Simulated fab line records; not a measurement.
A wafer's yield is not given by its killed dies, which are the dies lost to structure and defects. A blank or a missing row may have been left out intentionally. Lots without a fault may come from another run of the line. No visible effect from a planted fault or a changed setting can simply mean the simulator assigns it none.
Which tool is to blame? -- flow sky130 -- 6 lots with 18 wafers sampled at 2 steps, on a route of 708 steps

== WHAT EACH GAUGE READ, for each wafer ==
SKY_NWELL_OVL_MEAS_10.
lot,measured,on,NWELL_00_OVL (nm)
L422,day 4 22:41,overlay-02,0.7 1.8 1.0
L424,day 5 12:31,overlay-01,1.7 -0.6 -0.3
L429,day 7 01:23,overlay-02,- - -
L433,day 7 17:03,overlay-01,0.2 0.5 -0.5
L437,day 8 14:17,overlay-01,1.7 2.6 1.3
L441,day 9 16:34,overlay-02,0.8 0.8 2.2

== TOOL THAT RAN EACH LOT (tool first, then ch and the chambers of the sampled wafers, then the start) ==
lot,SKY_NWELL_EXPOSE_07
L422,"iline_stepper-02 ch 0, day 4 14:21"
L424,"iline_stepper-02 ch 0, day 5 03:23"
L429,"iline_stepper-02 ch 0, day 6 15:51"
L433,"iline_stepper-02 ch 0, day 7 06:59"
L437,"iline_stepper-01 ch 0, day 8 04:22"
L441,"iline_stepper-02 ch 0, day 9 05:58"
- SKY_NWELL_EXPOSE_07: exposes mask NWM, target cd 840 nm.

== THE ANSWER, worked out from the rows above alone ==
Rule: usual is defined by the lots themselves. The widest of any qualifying gaps counts: lots, ordered by their means at a reading, are off when they make up no more than a third of the lots, leave a main group of 4 or more, and stand apart from it by 3 or more times the standard deviation of that group's means. If all means in a main group match to the digits the tables above print for the reading, that group is not used. A lot without any number at a reading at which 4 lots or more have one is off too. Any other lot the step has rows for is counted as sound.
Off: L429, seen at SKY_NWELL_OVL_MEAS_10 (NWELL_00_OVL). Without a number there: L429. For the main group the mean is 0.9 nm and the standard deviation 0.67.
A tool fits if, at a process step before that reading, it ran every lot that is off, and no sound lot after the first of them. The gauges at SKY_NWELL_OVL_MEAS_10 are tried like those tools. No candidate that was tried fits.

== WHAT THE SIMULATOR HAD PUT IN ==
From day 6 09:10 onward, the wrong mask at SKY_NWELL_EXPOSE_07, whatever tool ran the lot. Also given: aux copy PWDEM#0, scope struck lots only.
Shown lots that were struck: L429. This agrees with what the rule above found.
